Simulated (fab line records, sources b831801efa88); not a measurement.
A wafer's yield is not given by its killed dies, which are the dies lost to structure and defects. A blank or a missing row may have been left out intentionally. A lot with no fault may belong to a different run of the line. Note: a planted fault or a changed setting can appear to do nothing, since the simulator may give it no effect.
The tool behind it: which one? / flow gf180mcu / Sampling: 10 lots, 30 wafers, 6 of 602 route steps

## WHAT EACH GAUGE READ, for each wafer
GF_V1_THK_MEAS_01.
lot=L932; measured=day 17 03:44; on=film-metro-01; V1_CVD_00_THK (nm)=587 600 606
lot=L933; measured=day 18 00:10; on=film-metro-04; V1_CVD_00_THK (nm)=585 601 600
lot=L934; measured=day 18 06:58; on=film-metro-01; V1_CVD_00_THK (nm)=601 599 589
lot=L935; measured=day 18 13:43; on=film-metro-04; V1_CVD_00_THK (nm)=597 585 606
lot=L936; measured=day 19 03:49; on=film-metro-04; V1_CVD_00_THK (nm)=605 603 596
lot=L938; measured=day 20 02:33; on=film-metro-01; V1_CVD_00_THK (nm)=606 591 603
lot=L944; measured=day 21 21:01; on=film-metro-01; V1_CVD_00_THK (nm)=596 596 587
lot=L945; measured=day 22 08:42; on=film-metro-02; V1_CVD_00_THK (nm)=596 593 589
lot=L951; measured=day 24 05:22; on=film-metro-01; V1_CVD_00_THK (nm)=598 594 599
lot=L955; measured=day 25 12:25; on=film-metro-04; V1_CVD_00_THK (nm)=588 586 588

GF_V1_RS_MEAS_24: the measuring method here is four-point-probe.
lot=L932; measured=day 18 04:32; on=film-metro-01; V1_W_RS (ohm/sq)=0.331 0.334 0.332
lot=L933; measured=day 19 01:19; on=film-metro-02; V1_W_RS (ohm/sq)=0.332 0.333 0.332
lot=L934; measured=day 19 09:10; on=film-metro-01; V1_W_RS (ohm/sq)=0.332 0.332 0.333
lot=L935; measured=day 19 19:15; on=film-metro-01; V1_W_RS (ohm/sq)=0.336 0.327 0.331
lot=L936; measured=day 20 06:11; on=film-metro-02; V1_W_RS (ohm/sq)=0.334 0.335 0.332
lot=L938; measured=day 21 04:26; on=film-metro-01; V1_W_RS (ohm/sq)=0.334 0.327 0.330
lot=L944; measured=day 22 22:01; on=film-metro-01; V1_W_RS (ohm/sq)=0.448 0.440 0.440
lot=L945; measured=day 23 09:31; on=film-metro-01; V1_W_RS (ohm/sq)=0.449 0.439 0.448
lot=L951; measured=day 25 05:38; on=film-metro-04; V1_W_RS (ohm/sq)=0.327 0.321 0.330
lot=L955; measured=day 26 10:31; on=film-metro-04; V1_W_RS (ohm/sq)=0.332 0.329 0.328

GF_V1_THK_MEAS_25: measures by xrf.
lot=L932; measured=day 18 04:38; on=film-metro-01; V1_W_THK (nm)=354 352 357
lot=L933; measured=day 19 01:25; on=film-metro-02; V1_W_THK (nm)=355 354 355
lot=L934; measured=day 19 09:16; on=film-metro-01; V1_W_THK (nm)=357 355 353
lot=L935; measured=day 19 19:22; on=film-metro-01; V1_W_THK (nm)=349 359 356
lot=L936; measured=day 20 06:17; on=film-metro-02; V1_W_THK (nm)=357 356 360
lot=L938; measured=day 21 04:32; on=film-metro-01; V1_W_THK (nm)=352 358 355
lot=L944; measured=day 22 22:07; on=film-metro-01; V1_W_THK (nm)=261 265 264
lot=L945; measured=day 23 09:38; on=film-metro-01; V1_W_THK (nm)=261 267 262
lot=L951; measured=day 25 05:46; on=film-metro-04; V1_W_THK (nm)=358 363 352
lot=L955; measured=day 26 10:38; on=film-metro-04; V1_W_THK (nm)=357 362 360

## WHAT TOOL EACH LOT RAN ON (gives the tool, then ch and the chambers of the sampled wafers, and finally the start)
lot=L932; GF_M1_STRIP_17=plasma-asher-04 ch 0,1, day 17 03:08; GF_V1_ETCH_16=rie-diel-03 ch 0,3, day 18 03:37; GF_V1_CVD_23=cvd-w-02 ch 0,1, day 18 04:25
lot=L933; GF_M1_STRIP_17=plasma-asher-02 ch 0,1, day 17 23:32; GF_V1_ETCH_16=rie-diel-03 ch 1,2,3, day 19 00:22; GF_V1_CVD_23=cvd-w-01 ch 0,1, day 19 01:12
lot=L934; GF_M1_STRIP_17=plasma-asher-03 ch 0,1, day 18 06:21; GF_V1_ETCH_16=rie-diel-03 ch 1,3, day 19 08:16; GF_V1_CVD_23=cvd-w-02 ch 0,1, day 19 09:02
lot=L935; GF_M1_STRIP_17=plasma-asher-04 ch 0, day 18 13:07; GF_V1_ETCH_16=rie-diel-03 ch 2,3, day 19 18:13; GF_V1_CVD_23=cvd-w-01 ch 1, day 19 19:07
lot=L936; GF_M1_STRIP_17=plasma-asher-03 ch 0,1, day 19 03:14; GF_V1_ETCH_16=rie-diel-01 ch 0,1,3, day 20 05:10; GF_V1_CVD_23=cvd-w-02 ch 0,1, day 20 06:04
lot=L938; GF_M1_STRIP_17=plasma-asher-03 ch 1, day 20 01:56; GF_V1_ETCH_16=rie-diel-03 ch 0,2,3, day 21 03:29; GF_V1_CVD_23=cvd-w-01 ch 0,1, day 21 04:18
lot=L944; GF_M1_STRIP_17=plasma-asher-02 ch 0,1, day 21 20:24; GF_V1_ETCH_16=rie-diel-04 ch 1,2, day 22 21:04; GF_V1_CVD_23=cvd-w-02 ch 0,1, day 22 21:52
lot=L945; GF_M1_STRIP_17=plasma-asher-04 ch 0,1, day 22 08:04; GF_V1_ETCH_16=rie-diel-03 ch 0,1, day 23 08:36; GF_V1_CVD_23=cvd-w-02 ch 0, day 23 09:23
lot=L951; GF_M1_STRIP_17=plasma-asher-04 ch 0,1, day 24 04:45; GF_V1_ETCH_16=rie-diel-03 ch 0,2, day 25 04:44; GF_V1_CVD_23=cvd-w-01 ch 0,1, day 25 05:32
lot=L955; GF_M1_STRIP_17=plasma-asher-02 ch 0,1, day 25 11:48; GF_V1_ETCH_16=rie-diel-04 ch 0,2,3, day 26 09:38; GF_V1_CVD_23=cvd-w-01 ch 0,1, day 26 10:23
- GF_M1_STRIP_17: strips in O2/N2.
- GF_V1_ETCH_16: etches BARC in N2/H2.
- GF_V1_CVD_23: deposits W, target thk 350 nm, time 105.05 s.

## WHAT THE TOOLS THEMSELVES READ (means of the sampled wafers that have a number; where no wafer has one, the mark that the record gives instead)
GF_M1_STRIP_17.
lot=L932; tool=plasma-asher-04; drypump-motor-current-A (A)=5.5; heater-power-w (W)=308; oes-product-au (a.u.)=0.538; platen-temp-c (C)=250.19; strip-time-to-endpoint-s (s)=7.45
lot=L933; tool=plasma-asher-02; drypump-motor-current-A (A)=6.5; heater-power-w (W)=307; oes-product-au (a.u.)=0.533; platen-temp-c (C)=249.86; strip-time-to-endpoint-s (s)=7.42
lot=L934; tool=plasma-asher-03; drypump-motor-current-A (A)=5.6; heater-power-w (W)=297; oes-product-au (a.u.)=0.548; platen-temp-c (C)=250.07; strip-time-to-endpoint-s (s)=7.51
lot=L935; tool=plasma-asher-04; drypump-motor-current-A (A)=5.5; heater-power-w (W)=321; oes-product-au (a.u.)=0.549; platen-temp-c (C)=249.82; strip-time-to-endpoint-s (s)=7.52
lot=L936; tool=plasma-asher-03; drypump-motor-current-A (A)=5.6; heater-power-w (W)=295; oes-product-au (a.u.)=0.543; platen-temp-c (C)=249.81; strip-time-to-endpoint-s (s)=7.49
lot=L938; tool=plasma-asher-03; drypump-motor-current-A (A)=5.6; heater-power-w (W)=305; oes-product-au (a.u.)=0.541; platen-temp-c (C)=250.13; strip-time-to-endpoint-s (s)=7.47
lot=L944; tool=plasma-asher-02; drypump-motor-current-A (A)=6.4; heater-power-w (W)=330; oes-product-au (a.u.)=0.545; platen-temp-c (C)=249.84; strip-time-to-endpoint-s (s)=7.49
lot=L945; tool=plasma-asher-04; drypump-motor-current-A (A)=5.6; heater-power-w (W)=296; oes-product-au (a.u.)=0.539; platen-temp-c (C)=250.09; strip-time-to-endpoint-s (s)=7.47
lot=L951; tool=plasma-asher-04; drypump-motor-current-A (A)=5.5; heater-power-w (W)=305; oes-product-au (a.u.)=0.539; platen-temp-c (C)=249.91; strip-time-to-endpoint-s (s)=7.54
lot=L955; tool=plasma-asher-02; drypump-motor-current-A (A)=6.5; heater-power-w (W)=314; oes-product-au (a.u.)=0.541; platen-temp-c (C)=250.10; strip-time-to-endpoint-s (s)=7.54

GF_V1_ETCH_16.
lot=L932; tool=rie-diel-03; drypump-motor-current-A (A)=5.1; oes-product-au (a.u.)=0.851; throttle-valve-pct (%)=13.218
lot=L933; tool=rie-diel-03; drypump-motor-current-A (A)=5.5; oes-product-au (a.u.)=0.852; throttle-valve-pct (%)=13.226
lot=L934; tool=rie-diel-03; drypump-motor-current-A (A)=5.4; oes-product-au (a.u.)=0.851; throttle-valve-pct (%)=13.219
lot=L935; tool=rie-diel-03; drypump-motor-current-A (A)=5.1; oes-product-au (a.u.)=0.852; throttle-valve-pct (%)=13.225
lot=L936; tool=rie-diel-01; drypump-motor-current-A (A)=6.0; oes-product-au (a.u.)=0.854; throttle-valve-pct (%)=13.222
lot=L938; tool=rie-diel-03; drypump-motor-current-A (A)=5.3; oes-product-au (a.u.)=0.860; throttle-valve-pct (%)=13.217
lot=L944; tool=rie-diel-04; drypump-motor-current-A (A)=5.8; oes-product-au (a.u.)=0.853; throttle-valve-pct (%)=13.217
lot=L945; tool=rie-diel-03; drypump-motor-current-A (A)=5.6; oes-product-au (a.u.)=0.853; throttle-valve-pct (%)=13.227
lot=L951; tool=rie-diel-03; drypump-motor-current-A (A)=5.6; oes-product-au (a.u.)=0.853; throttle-valve-pct (%)=13.225
lot=L955; tool=rie-diel-04; drypump-motor-current-A (A)=5.8; oes-product-au (a.u.)=0.855; throttle-valve-pct (%)=13.231

GF_V1_CVD_23.
lot=L932; tool=cvd-w-02; heater-power-w (W)=822
lot=L933; tool=cvd-w-01; heater-power-w (W)=784
lot=L934; tool=cvd-w-02; heater-power-w (W)=810
lot=L935; tool=cvd-w-01; heater-power-w (W)=790
lot=L936; tool=cvd-w-02; heater-power-w (W)=817
lot=L938; tool=cvd-w-01; heater-power-w (W)=756
lot=L944; tool=cvd-w-02; heater-power-w (W)=810
lot=L945; tool=cvd-w-02; heater-power-w (W)=910
lot=L951; tool=cvd-w-01; heater-power-w (W)=769
lot=L955; tool=cvd-w-01; heater-power-w (W)=758

## THE ANSWER, worked out from the rows above alone
Rule: the usual values come from the lots themselves. Put in order of their means at a reading, lots are off if they are a third of the lots or fewer, leave a main group of 4 or more, and stand apart from it by a gap of 3 or more times the standard deviation of the main group's means; of several such gaps the widest counts. The tables above print the reading to a certain number of digits; a main group whose means all agree to those digits is not used. A lot without any number at a reading at which 4 lots or more have one is off too. Where the step has rows for the other lots, those lots are counted as sound. First the gauges in route order, then the tools' own readings, where a lot's mean is used as printed above. The first step at which some lot is off is used, and at that step the reading that is off furthest; a lot without a number counts as furthest.
Off: L944, L945, seen at GF_V1_RS_MEAS_24 (V1_W_RS). The main group has a mean of 0.331 ohm/sq with a standard deviation of 0.0022.
A tool fits if, at a process step before that reading, it ran every lot that is off, and no sound lot after the first of them. Gauges at GF_V1_RS_MEAS_24: tried the same way as those tools. Undecided on this evidence; 2 tools fit (cvd-w-02 at GF_V1_CVD_23, film-metro-01 at GF_V1_RS_MEAS_24).

## WHAT THE SIMULATOR PUT IN
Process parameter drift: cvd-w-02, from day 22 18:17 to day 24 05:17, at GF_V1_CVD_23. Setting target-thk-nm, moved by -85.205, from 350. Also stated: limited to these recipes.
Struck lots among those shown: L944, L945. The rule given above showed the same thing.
